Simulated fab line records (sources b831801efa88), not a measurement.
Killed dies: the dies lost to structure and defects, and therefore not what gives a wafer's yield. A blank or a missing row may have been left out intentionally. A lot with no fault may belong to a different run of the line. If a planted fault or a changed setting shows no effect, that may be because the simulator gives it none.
Which of the tools did it? | flow sky130 | 8 lots with 24 wafers sampled at 4 steps, on a route of 708 steps

## WHAT EACH GAUGE READ, for each wafer
SKY_VT_ADJUST_HVTP_OVL_MEAS_08.
lot  | measured     | on         | VT_ADJUST_HVTP_OVL (nm)
L883 | day 6 09:26  | overlay-02 | 2.7 1.4 1.1
L887 | day 7 19:20  | overlay-01 | -0.8 1.6 0.1
L886 | day 7 20:52  | overlay-02 | -1.5 0.9 1.3
L891 | day 8 10:28  | overlay-02 | -0.7 -0.1 0.4
L893 | day 9 00:52  | overlay-02 | 2.1 1.0 1.2
L895 | day 9 13:37  | overlay-01 | 0.7 2.4 2.3
L897 | day 9 23:55  | overlay-02 | 1.3 -0.3 1.6
L903 | day 11 17:40 | overlay-02 | -0.5 1.6 -0.5

## TOOL THAT RAN EACH LOT (tool first, then ch and the chambers of the sampled wafers, then the start)
lot  | SKY_FIELD_ISO_ETCH_17           | SKY_NWELL_COAT_18                 | SKY_NWELL_STRIP_25
L883 | rie_si-02 ch 0,1,3, day 2 09:56 | litho_track-01 ch 0, day 5 04:49  | plasma_asher-01 ch 0,1, day 5 14:19
L887 | rie_si-02 ch 1,2,3, day 3 16:07 | litho_track-01 ch 0, day 6 13:32  | plasma_asher-02 ch 0,1, day 6 23:58
L886 | rie_si-02 ch 1,2, day 3 16:44   | litho_track-03 ch 0, day 6 15:05  | plasma_asher-04 ch 0,1, day 7 01:11
L891 | rie_si-01 ch 0,1,2, day 4 03:07 | litho_track-01 ch 0, day 7 03:26  | plasma_asher-02 ch 0,1, day 7 13:52
L893 | rie_si-01 ch 0,1,2, day 4 13:19 | litho_track-04 ch 0, day 7 16:30  | plasma_asher-01 ch 0, day 8 02:28
L895 | rie_si-01 ch 0,2,3, day 5 01:55 | litho_track-04 ch 0, day 8 03:27  | plasma_asher-02 ch 1, day 8 15:14
L897 | rie_si-02 ch 0,1,3, day 5 11:25 | litho_track-01 ch 0, day 8 15:10  | plasma_asher-01 ch 0,1, day 9 01:55
L903 | rie_si-02 ch 1,2,3, day 6 18:47 | litho_track-03 ch 0, day 10 06:30 | plasma_asher-04 ch 0,1, day 10 18:14
- SKY_FIELD_ISO_ETCH_17: etches Si in HBr/Cl2/O2, target depth 342 nm, time 97.7 s.
- SKY_NWELL_COAT_18: resist thk 3000 nm.
- SKY_NWELL_STRIP_25: strips in O2/N2.

## THE ANSWER, worked out from the rows above alone
Rule: the lots themselves supply what counts as usual. Put in order of their means at a reading, lots are off if they are a third of the lots or fewer, leave a main group of 4 or more, and stand apart from it by a gap of 3 or more times the standard deviation of the main group's means; of several such gaps the widest counts. A main group whose means are all the same, to the digits that the tables above print for the reading, isn't used. Also off: a lot with no number at a reading for which 4 or more lots have one. All remaining lots with rows at the step are treated as sound.
No lot is off at any reading shown: from this, nothing can be told.

## WHAT WAS PUT IN BY THE SIMULATOR
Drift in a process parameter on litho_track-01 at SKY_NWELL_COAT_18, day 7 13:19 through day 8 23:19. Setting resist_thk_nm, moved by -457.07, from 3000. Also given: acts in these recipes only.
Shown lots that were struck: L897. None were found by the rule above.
